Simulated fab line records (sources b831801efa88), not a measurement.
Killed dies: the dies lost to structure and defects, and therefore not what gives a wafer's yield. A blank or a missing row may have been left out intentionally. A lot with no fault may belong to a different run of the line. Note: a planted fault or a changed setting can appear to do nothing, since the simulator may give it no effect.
fab line records	flow sky130	part 1 of 2: steps 1 to 34 of 48
record: lots: 5	wafers: 15	last_day: 49
route steps=708 shown SONOS_TUNNEL@157 SONOS_ONO@168 GATE_OXIDE@187 POLY_GATE@204
lots untouched by any fault: they come from a run of this same line in which no faults occurred
start_h: hours from the record's opening day to when the first of the lot's shown wafers began	wait_h: hours since the lot's step before	" unchanged from the row above	L1.1+2: one row covering several wafers at once	- no value, or no start was given	* or withheld: withheld	< > ~ a bound
route shown NAME@n: a module of which the file shows steps, and the number in the route of the first	usual: average and standard deviation across the fault-free wafers	same: alike in all rows	chamber/n: place in a boat	sites: the reading at each site	_std_site: the values' standard deviation	_edge_site: outer sites' mean less inner sites'	radius_mm: how far each site lies from the wafer's centre	mask NAME#n: copy n	behind: the tool/chamber that last shaped the wafer	hold: cause of the lot's hold/its duration in hours/its outcome	device: the n, p or np transistor that did not switch	end of line: at the end of the route, the tests of the same wafers	a step without rows: its recipe alone	killed: dies that structure and defects cost at the first sort, which is not the same as the wafer's yield	map: the dies of a wafer, with x for killed, . for not killed, _ for no die there
set.NAME: the setting the step ran with; set.NAME@STEP: the setting that earlier step ran with	model.NAME: the simulator's own value behind a step, which no gauge read
a table for each step, a row for each wafer; lots at some steps of the route
services: when a tool's chamber went out of use (start_h, in hours from the record's first day, below 0 if earlier), for how many hours, and the reason
== steps ==
step: SKY_SONOS_TUNNEL_SOFTBAKE_03
recipe: temp_c: 90	time_s: 60	resist: NOVOLAK
lot.wafer	tool	chamber	start_h	wait_h
L080.2+3+6	litho_track-01	0	283.25	0.1
L086.2+4+5	litho_track-01	0	327.95	0.1
L088.1+4+5	litho_track-04	0	341.62	0.1
L091.1+4+6	litho_track-04	0	372.37	0.1
L095.2+3+4	litho_track-04	0	402.54	0.1
step: SKY_SONOS_TUNNEL_EXPOSE_04
recipe: mask_id: TUNM	na: 0.6	source_shape: conventional	sigma_outer: 0.6	polarization: unpolarized	target_cd_nm: 410	dose_mj: 136
usual: exposure_dose_mJ_cm2: 133.81/0.15
lot.wafer	tool	chamber	start_h	wait_h	mask	exposure_dose_mJ_cm2
L080.2	iline_stepper-02	0	-	-	TUNM#0	133.65
L080.3	"	0	"	"	TUNM#0	133.51
L080.6	"	0	"	"	TUNM#0	133.58
L086.2	iline_stepper-01	0	-	-	TUNM#0	134.05
L086.4	"	0	"	"	TUNM#0	133.86
L086.5	"	0	"	"	TUNM#0	133.88
L088.1	iline_stepper-01	0	-	-	TUNM#0	134.05
L088.4	"	0	"	"	TUNM#0	134.00
L088.5	"	0	"	"	TUNM#0	134.04
L091.1	iline_stepper-02	0	-	-	TUNM#0	133.70
L091.4	"	0	"	"	TUNM#0	133.72
L091.6	"	0	"	"	TUNM#0	133.70
L095.2	iline_stepper-01	0	-	-	TUNM#0	133.73
L095.3	"	0	"	"	TUNM#0	134.14
L095.4	"	0	"	"	TUNM#0	134.03
step: SKY_SONOS_TUNNEL_PEB_05
recipe: temp_c: withheld	time_s: *	resist: NOVOLAK
lot.wafer	tool	chamber	start_h	wait_h
L080.2+3+6	litho_track-04	0	-	-
L086.2+4+5	litho_track-02	0	-	-
L088.1+4+5	litho_track-04	0	-	-
L091.1+4+6	litho_track-02	0	-	-
L095.2+3+4	litho_track-04	0	-	-
step: SKY_SONOS_TUNNEL_DEVELOP_06
recipe: resist: NOVOLAK	developer: TMAH	develop_time_s: 62.84	dev_temp_c: 23
same: develop_time_s: 62.84
lot.wafer	tool	chamber	start_h	wait_h
L080.2+3+6	litho_track-04	0	295.44	0.1
L086.2+4+5	litho_track-02	0	341.74	0.1
L088.1+4+5	litho_track-04	0	355.17	0.1
L091.1+4+6	litho_track-02	0	386.36	0.1
L095.2+3+4	litho_track-04	0	416.89	0.1
step: SKY_SONOS_TUNNEL_CD_MEAS_07
recipe: target_cd_nm: 410
usual: cd_nm: 410.1/2.6
lot.wafer	tool	chamber	start_h	wait_h	cd_nm
L080.2	cd_sem-02	-	295.59	0.1	403.1
L080.3	"	-	"	"	401.4
L080.6	"	-	"	"	404.7
L086.2	cd_sem-01	-	341.88	0.1	408.3
L086.4	"	-	"	"	408.1
L086.5	"	-	"	"	407.4
L088.1	cd_sem-02	-	355.32	0.1	411.3
L088.4	"	-	"	"	409.4
L088.5	"	-	"	"	410.3
L091.1	cd_sem-01	-	386.51	0.1	413.3
L091.4	"	-	"	"	411.9
L091.6	"	-	"	"	412.6
L095.2	cd_sem-02	-	417.04	0.1	407.5
L095.3	"	-	"	"	406.7
L095.4	"	-	"	"	407.5
step: SKY_SONOS_TUNNEL_OVL_MEAS_08
usual: SONOS_TUNNEL_OVL: -0.5/1.5
lot.wafer	tool	chamber	start_h	wait_h	SONOS_TUNNEL_OVL[nm]
L080.2	overlay-02	-	295.69	0.1	-0.8
L080.3	"	-	"	"	-0.1
L080.6	"	-	"	"	-0.7
L086.2	overlay-01	-	341.99	0.1	0.3
L086.4	"	-	"	"	-2.8
L086.5	"	-	"	"	-1.3
L088.1	overlay-01	-	355.44	0.1	-2.5
L088.4	"	-	"	"	-0.6
L088.5	"	-	"	"	0.0
L091.1	overlay-02	-	386.63	0.1	0.1
L091.4	"	-	"	"	0.5
L091.6	"	-	"	"	-1.9
L095.2	overlay-02	-	417.14	0.1	3.3
L095.3	"	-	"	"	1.1
L095.4	"	-	"	"	1.7
step: SKY_SONOS_TUNNEL_IMPLANT_09
recipe: species: B	energy_kev: 20	dose_cm2: 1e+12	tilt_deg: withheld
lot.wafer	tool	chamber	start_h	wait_h
L080.2+3+6	implanter-02	0	295.75	0.0
L086.2+4+5	implanter-01	0	342.04	0.0
L088.1+4+5	implanter-01	0	355.47	0.0
L091.1+4+6	implanter-01	0	386.67	0.0
L095.2+3+4	implanter-03	0	417.20	0.0
step: SKY_SONOS_TUNNEL_WET_ETCH_10
recipe: chemistry: dHF	target_depth_nm: 14	target: SiO2	dilution: 100:1	temp_c: 25	time_s: 280
lot.wafer	tool	chamber	start_h	wait_h
L080.2+3+6	wet_bench-02	0	295.87	0.1
L086.2+4+5	wet_bench-01	2	342.17	0.1
L088.1+4+5	wet_bench-04	1	355.62	0.1
L091.1+4+6	wet_bench-04	0	386.82	0.1
L095.2+3+4	wet_bench-04	0	417.32	0.1
step: SKY_SONOS_TUNNEL_STRIP_11
recipe: chemistry: SPM	time_s: 600	temp_c: 130
lot.wafer	tool	chamber	start_h	wait_h
L080.2+3+6	wet_bench-04	1	295.96	0.0
L086.2+4+5	wet_bench-04	2	342.26	0.0
L088.1+4+5	wet_bench-02	2	355.72	0.0
L091.1+4+6	wet_bench-01	3	386.91	0.0
L095.2+3+4	wet_bench-01	2	417.41	0.0
step: SKY_SONOS_TUNNEL_TW_MEAS_12
usual: SONOS_TUNNEL_TW: 198.7/2.3
lot.wafer	tool	chamber	start_h	wait_h	SONOS_TUNNEL_TW
L080.2	film_metro-02	-	296.14	0.0	197.4
L080.3	"	-	"	"	196.2
L080.6	"	-	"	"	196.9
L086.2	film_metro-01	-	342.44	0.0	198.0
L086.4	"	-	"	"	199.3
L086.5	"	-	"	"	198.5
L088.1	film_metro-03	-	355.89	0.0	202.3
L088.4	"	-	"	"	201.2
L088.5	"	-	"	"	202.8
L091.1	film_metro-02	-	387.10	0.0	196.7
L091.4	"	-	"	"	197.2
L091.6	"	-	"	"	197.9
L095.2	film_metro-02	-	417.59	0.0	196.8
L095.3	"	-	"	"	197.2
L095.4	"	-	"	"	197.1
step: SKY_SONOS_TUNNEL_CLEAN_13
recipe: chemistry: dHF	time_s: 20	dilution: 100:1	dry: ipa_marangoni
lot.wafer	tool	chamber	start_h	wait_h
L080.2+3+6	wet_bench-02	0	296.19	0.0
L086.2+4+5	wet_bench-04	1	342.49	0.0
L088.1+4+5	wet_bench-01	1	355.95	0.1
L091.1+4+6	wet_bench-02	3	387.16	0.1
L095.2+3+4	wet_bench-02	2	417.64	0.0
step: SKY_SONOS_ONO_OXIDATION_00
recipe: temp_c: 800	ambient: O2	idle_temp_c: 700	ramp_up_c_per_min: 10	ramp_down_c_per_min: 3	stabilise_s: 600	purge_s: 300	target_thk_a: 26	ox_time_s: 1249
lot.wafer	tool	chamber	start_h	wait_h
L080.2+3+6	furnace-01	0	297.81	1.6
L086.2+4+5	furnace-02	0	342.86	0.4
L088.1+4+5	furnace-02	0	356.29	0.3
L091.1+4+6	furnace-01	0	387.81	0.6
L095.2+3+4	furnace-02	0	419.54	1.9
step: SKY_SONOS_ONO_THK_MEAS_01
recipe: reads: SiO2_of_SONOS_ONO_OXIDATION_00
usual: SONOS_ONO_OXIDATION_THK: 2.61/0.05
lot.wafer	tool	chamber	start_h	wait_h	SONOS_ONO_OXIDATION_THK[nm]
L080.2	film_metro-03	-	299.16	0.0	2.58
L080.3	"	-	"	"	2.68
L080.6	"	-	"	"	2.63
L086.2	film_metro-02	-	344.22	0.0	2.65
L086.4	"	-	"	"	2.65
L086.5	"	-	"	"	2.59
L088.1	film_metro-04	-	357.64	0.0	2.64
L088.4	"	-	"	"	2.58
L088.5	"	-	"	"	2.61
L091.1	film_metro-02	-	389.15	0.0	2.67
L091.4	"	-	"	"	2.66
L091.6	"	-	"	"	2.59
L095.2	film_metro-04	-	420.90	0.0	2.61
L095.3	"	-	"	"	2.65
L095.4	"	-	"	"	2.64
step: SKY_SONOS_ONO_CVD_02
recipe: material: Si3N4	precursor: DCS/NH3	target_thk_nm: 10.5	temp_c: 770	time_s: 180	pressure_mtorr: 250
lot.wafer	tool	chamber	start_h	wait_h
L080.2+3+6	lpcvd-02	0	305.28	6.1
L086.2+4+5	lpcvd-02	0	344.27	0.0
L088.1+4+5	lpcvd-02	1	357.70	0.1
L091.1+4+6	lpcvd-02	0	389.87	0.7
L095.2+3+4	lpcvd-02	0	420.95	0.0
step: SKY_SONOS_ONO_THK_MEAS_03
recipe: reads: Si3N4_of_SONOS_ONO_CVD_02
usual: SONOS_ONO_CVD_02_THK: 10.48/0.11
lot.wafer	tool	chamber	start_h	wait_h	SONOS_ONO_CVD_02_THK[nm]
L080.2	film_metro-04	-	306.86	0.0	10.62
L080.3	"	-	"	"	10.62
L080.6	"	-	"	"	10.44
L086.2	film_metro-04	-	345.33	0.0	10.55
L086.4	"	-	"	"	10.52
L086.5	"	-	"	"	10.59
L088.1	film_metro-03	-	358.75	0.0	10.57
L088.4	"	-	"	"	10.55
L088.5	"	-	"	"	10.56
L091.1	film_metro-02	-	390.92	0.0	10.42
L091.4	"	-	"	"	10.41
L091.6	"	-	"	"	10.37
L095.2	film_metro-03	-	422.01	0.0	10.40
L095.3	"	-	"	"	10.45
L095.4	"	-	"	"	10.42
step: SKY_SONOS_ONO_CVD_04
recipe: material: SiO2	precursor: SiH4/N2O	target_thk_nm: 5.7199	temp_c: 900	pressure_mtorr: 400
lot.wafer	tool	chamber	start_h	wait_h
L080.2+3+6	lpcvd-03	1	306.91	0.0
L086.2+4+5	lpcvd-03	0	345.38	0.0
L088.1+4+5	lpcvd-03	0	358.81	0.1
L091.1+4+6	lpcvd-03	0	391.18	0.2
L095.2+3+4	lpcvd-03	1	422.06	0.0
step: SKY_SONOS_ONO_THK_MEAS_05
recipe: reads: SiO2_of_SONOS_ONO_CVD_04
usual: SONOS_ONO_CVD_04_THK: 5.78/0.099
lot.wafer	tool	chamber	start_h	wait_h	SONOS_ONO_CVD_04_THK[nm]
L080.2	film_metro-02	-	308.17	0.0	5.82
L080.3	"	-	"	"	5.68
L080.6	"	-	"	"	5.84
L086.2	film_metro-03	-	346.64	0.0	5.66
L086.4	"	-	"	"	5.84
L086.5	"	-	"	"	5.73
L088.1	film_metro-04	-	360.12	0.1	5.93
L088.4	"	-	"	"	5.91
L088.5	"	-	"	"	6.04
L091.1	film_metro-02	-	392.43	0.0	5.80
L091.4	"	-	"	"	5.83
L091.6	"	-	"	"	5.90
L095.2	film_metro-03	-	423.32	0.0	5.80
L095.3	"	-	"	"	5.81
L095.4	"	-	"	"	5.78
step: SKY_SONOS_ONO_DEHYDRATE_06
recipe: temp_c: 200	time_s: 60
lot.wafer	tool	chamber	start_h	wait_h
L080.2+3+6	litho_track-04	0	320.54	12.4
L086.2+4+5	litho_track-03	0	359.66	13.0
L088.1+4+5	litho_track-02	0	373.06	12.9
L091.1+4+6	litho_track-02	0	406.76	14.3
L095.2+3+4	litho_track-04	0	438.04	14.7
step: SKY_SONOS_ONO_HMDS_07
recipe: prime_time_s: 60	prime_temp_c: 120
lot.wafer	tool	chamber	start_h	wait_h
L080.2+3+6	litho_track-04	0	320.69	0.1
L086.2+4+5	litho_track-03	0	359.81	0.1
L088.1+4+5	litho_track-02	0	373.21	0.1
L091.1+4+6	litho_track-02	0	406.91	0.1
L095.2+3+4	litho_track-04	0	438.19	0.1
step: SKY_SONOS_ONO_COAT_08
recipe: resist: NOVOLAK	spin_rpm: 3000	resist_thk_nm: 1140
lot.wafer	tool	chamber	start_h	wait_h
L080.2+3+6	litho_track-04	0	320.84	0.1
L086.2+4+5	litho_track-03	0	359.96	0.1
L088.1+4+5	litho_track-02	0	373.36	0.1
L091.1+4+6	litho_track-02	0	407.06	0.1
L095.2+3+4	litho_track-04	0	438.34	0.1
step: SKY_SONOS_ONO_SOFTBAKE_09
recipe: temp_c: 90	time_s: 60	resist: NOVOLAK
lot.wafer	tool	chamber	start_h	wait_h
L080.2+3+6	litho_track-04	0	320.99	0.1
L086.2+4+5	litho_track-03	0	360.11	0.1
L088.1+4+5	litho_track-02	0	373.51	0.1
L091.1+4+6	litho_track-02	0	407.21	0.1
L095.2+3+4	litho_track-04	0	438.49	0.1
step: SKY_SONOS_ONO_EXPOSE_10
recipe: mask_id: ONOM	target_cd_nm: 410	na: 0.6	source_shape: conventional	sigma_outer: 0.6	dose_mj: 150
usual: exposure_dose_mJ_cm2: 149.88/0.18
lot.wafer	tool	chamber	start_h	wait_h	mask	exposure_dose_mJ_cm2
L080.2	iline_stepper-01	0	-	-	ONOM#0	149.91
L080.3	"	0	"	"	ONOM#0	149.95
L080.6	"	0	"	"	ONOM#0	149.91
L086.2	iline_stepper-02	0	-	-	ONOM#0	149.79
L086.4	"	0	"	"	ONOM#0	149.67
L086.5	"	0	"	"	ONOM#0	149.84
L088.1	iline_stepper-02	0	-	-	ONOM#0	149.70
L088.4	"	0	"	"	ONOM#0	149.83
L088.5	"	0	"	"	ONOM#0	149.82
L091.1	iline_stepper-02	0	-	-	ONOM#0	149.87
L091.4	"	0	"	"	ONOM#0	149.74
L091.6	"	0	"	"	ONOM#0	149.70
L095.2	iline_stepper-02	0	-	-	ONOM#0	149.60
L095.3	"	0	"	"	ONOM#0	149.71
L095.4	"	0	"	"	ONOM#0	149.73
step: SKY_SONOS_ONO_PEB_11
recipe: temp_c: withheld	time_s: *	resist: NOVOLAK
lot.wafer	tool	chamber	start_h	wait_h
L080.2+3+6	litho_track-03	0	-	-
L086.2+4+5	litho_track-04	0	-	-
L088.1+4+5	litho_track-02	0	-	-
L091.1+4+6	litho_track-02	0	-	-
L095.2+3+4	litho_track-04	0	-	-
step: SKY_SONOS_ONO_DEVELOP_12
recipe: develop_time_s: 60	dev_temp_c: 23
same: develop_time_s: 60
lot.wafer	tool	chamber	start_h	wait_h
L080.2+3+6	litho_track-03	0	334.91	0.1
L086.2+4+5	litho_track-04	0	373.69	0.1
L088.1+4+5	litho_track-02	0	388.16	0.1
L091.1+4+6	litho_track-02	0	422.11	0.1
L095.2+3+4	litho_track-04	0	454.44	0.1
step: SKY_SONOS_ONO_CD_MEAS_13
recipe: target_cd_nm: 410
usual: cd_nm: 410.1/2.1
lot.wafer	tool	chamber	start_h	wait_h	cd_nm
L080.2	cd_sem-01	-	335.05	0.1	411.1
L080.3	"	-	"	"	410.2
L080.6	"	-	"	"	408.5
L086.2	cd_sem-01	-	373.84	0.1	408.6
L086.4	"	-	"	"	408.6
L086.5	"	-	"	"	409.6
L088.1	cd_sem-01	-	388.31	0.1	414.5
L088.4	"	-	"	"	413.3
L088.5	"	-	"	"	414.2
L091.1	cd_sem-01	-	422.26	0.1	408.8
L091.4	"	-	"	"	409.1
L091.6	"	-	"	"	406.8
L095.2	cd_sem-01	-	454.59	0.1	411.6
L095.3	"	-	"	"	410.2
L095.4	"	-	"	"	410.5
step: SKY_SONOS_ONO_OVL_MEAS_14
usual: SONOS_ONO_OVL: 0.1/1.8
lot.wafer	tool	chamber	start_h	wait_h	SONOS_ONO_OVL[nm]
L080.2	overlay-02	-	335.16	0.1	-1.9
L080.3	"	-	"	"	-0.9
L080.6	"	-	"	"	0.0
L086.2	overlay-01	-	373.94	0.1	0.7
L086.4	"	-	"	"	1.1
L086.5	"	-	"	"	2.2
L088.1	overlay-01	-	388.43	0.1	-0.4
L088.4	"	-	"	"	0.3
L088.5	"	-	"	"	-0.4
L091.1	overlay-02	-	422.38	0.1	0.1
L091.4	"	-	"	"	-1.5
L091.6	"	-	"	"	0.0
L095.2	overlay-02	-	454.69	0.1	1.6
L095.3	"	-	"	"	-1.8
L095.4	"	-	"	"	0.3
step: SKY_SONOS_ONO_ETCH_15
recipe: target_depth_nm: 19.52	chemistry: CHF3/O2	source_w: 600	bias_w: 200	pressure_mtorr: 40	chf3_flow_sccm: 50	O2_flow_sccm: 5	time_s: 7.8
usual: drypump_motor_current_A: 5.5/0.37	oes_product_au: 1.002/0.0077	throttle_valve_pct: 8.825/0.0093
lot.wafer	tool	chamber	start_h	wait_h	drypump_motor_current_A	oes_product_au	rf_hours_counter_h	throttle_valve_pct
L080.2	rie_diel-04	2	335.19	0.0	5.6	0.998	2	8.813
L080.3	"	3	"	"	4.7	1.003	21	8.820
L080.6	"	0	"	"	5.7	1.011	-	8.821
L086.2	rie_diel-03	3	373.97	0.0	5.2	1.015	86	8.800
L086.4	"	0	"	"	5.6	0.996	-	8.830
L086.5	"	3	"	"	5.2	0.998	-	8.835
L088.1	rie_diel-02	3	388.47	0.0	6.0	1.004	50	8.823
L088.4	"	0	"	"	5.9	1.005	2	8.823
L088.5	"	2	"	"	5.8	0.999	-	8.820
L091.1	rie_diel-02	1	422.42	0.0	5.9	1.008	14	8.819
L091.4	"	3	"	"	6.0	1.004	51	8.829
L091.6	"	2	"	"	5.8	0.993	-	8.823
L095.2	rie_diel-03	0	454.72	0.0	5.6	1.000	5	8.817
L095.3	"	1	"	"	5.1	0.997	63	8.810
L095.4	"	2	"	"	5.5	0.996	4	8.812
step: SKY_SONOS_ONO_WET_ETCH_16
recipe: chemistry: dHF	target_depth_nm: 14	dry: n2_spin	target: SiO2	dilution: 100:1	temp_c: 25	time_s: 292.8
lot.wafer	tool	chamber	start_h	wait_h
L080.2+3+6	wet_bench-04	1	335.21	0.0
L086.2+4+5	wet_bench-04	2	373.99	0.0
L088.1+4+5	wet_bench-02	1	388.49	0.0
L091.1+4+6	wet_bench-02	3	422.44	0.0
L095.2+3+4	wet_bench-04	2	454.74	0.0
step: SKY_SONOS_ONO_STRIP_17
recipe: chemistry: O2/N2	power_w: 1400	pressure_mtorr: 1500	platen_temp_c: withheld	o2_flow_sccm: 3000	n2_flow_sccm: 300	overash_fraction: 0.5
usual: drypump_motor_current_A: 5.9/0.45	oes_product_au: 0.709/0.0051	strip_time_to_endpoint_s: 14.10/0.04
lot.wafer	tool	chamber	start_h	wait_h	drypump_motor_current_A	oes_product_au	rf_hours_counter_h	strip_time_to_endpoint_s
L080.2	plasma_asher-02	1	335.30	0.0	6.2	0.704	51	14.12
L080.3	"	1	"	"	6.2	0.713	-	14.06
L080.6	"	1	"	"	6.2	0.707	-	14.06
L086.2	plasma_asher-04	1	374.09	0.0	5.6	0.713	25	14.05
L086.4	"	0	"	"	5.1	0.711	-	14.12
L086.5	"	1	"	"	5.6	0.707	-	14.08
L088.1	plasma_asher-04	0	388.58	0.0	5.1	0.708	27	14.16
L088.4	"	1	"	"	5.6	0.707	-	14.12
L088.5	"	0	"	"	5.1	0.709	-	14.11
L091.1	plasma_asher-03	1	422.53	0.0	6.4	0.708	69	14.16
L091.4	"	1	"	"	6.4	0.708	-	14.18
L091.6	"	0	"	"	5.5	0.711	-	14.11
L095.2	plasma_asher-03	1	454.83	0.0	6.4	0.705	73	14.06
L095.3	"	1	"	"	6.5	0.707	-	14.07
L095.4	"	0	"	"	5.4	0.718	-	14.08
step: SKY_SONOS_ONO_WET_ETCH_18
recipe: chemistry: H3PO4	target_depth_nm: 15	target: Si3N4	temp_c: 160	time_s: 172
lot.wafer	tool	chamber	start_h	wait_h
L080.2+3+6	wet_bench-03	0	335.40	0.1
L086.2+4+5	wet_bench-03	3	374.19	0.1
L088.1+4+5	wet_bench-04	3	388.68	0.1
L091.1+4+6	wet_bench-03	3	422.63	0.1
L095.2+3+4	wet_bench-03	0	454.93	0.1
step: SKY_GATE_OXIDE_CLEAN_00
recipe: chemistry: SC1/SC2	mix: 1:4:20	temp_c: 70	time_s: 150	dry: n2_spin
lot.wafer	tool	chamber	start_h	wait_h
L080.2+3+6	wet_bench-02	1	335.46	0.0
L086.2+4+5	wet_bench-04	1	374.24	0.0
L088.1+4+5	wet_bench-03	0	388.75	0.0
L091.1+4+6	wet_bench-04	1	422.68	0.0
L095.2+3+4	wet_bench-02	1	454.98	0.0
step: SKY_GATE_OXIDE_OXIDATION_01
recipe: temp_c: 900	ambient: O2	stabilise_s: 600	purge_s: 300	target_thk_a: 102.68	ox_time_s: 1473
lot.wafer	tool	chamber	start_h	wait_h
L080.2+3+6	furnace-02	0	335.79	0.3
L086.2+4+5	furnace-01	0	374.30	0.0
L088.1+4+5	furnace-01	0	389.15	0.4
L091.1+4+6	furnace-01	0	422.88	0.2
L095.2+3+4	furnace-01	0	455.41	0.4
step: SKY_GATE_OXIDE_THK_MEAS_02
recipe: reads: SiO2_of_GATE_OXIDE_OXIDATION_01
usual: GATE_OXIDE_OXIDATION_00_THK: 10.25/0.16
lot.wafer	tool	chamber	start_h	wait_h	GATE_OXIDE_OXIDATION_00_THK[nm]
L080.2	film_metro-04	-	337.21	0.0	10.36
L080.3	"	-	"	"	10.57
L080.6	"	-	"	"	10.24
L086.2	film_metro-03	-	375.72	0.0	9.96
L086.4	"	-	"	"	10.22
L086.5	"	-	"	"	9.96
L088.1	film_metro-04	-	390.56	0.0	10.23
L088.4	"	-	"	"	10.29
L088.5	"	-	"	"	10.37
L091.1	film_metro-01	-	424.29	0.0	10.32
L091.4	"	-	"	"	10.46
L091.6	"	-	"	"	10.43
L095.2	film_metro-04	-	456.83	0.0	9.97
L095.3	"	-	"	"	10.28
L095.4	"	-	"	"	10.23
step: SKY_GATE_OXIDE_DEHYDRATE_03
recipe: temp_c: 200	time_s: 60
lot.wafer	tool	chamber	start_h	wait_h
L080.2+3+6	litho_track-03	0	350.06	12.8
L086.2+4+5	litho_track-01	0	389.65	13.9
L088.1+4+5	litho_track-03	0	404.38	13.8
L091.1+4+6	litho_track-03	0	439.23	14.9
L095.2+3+4	litho_track-01	0	470.80	14.0
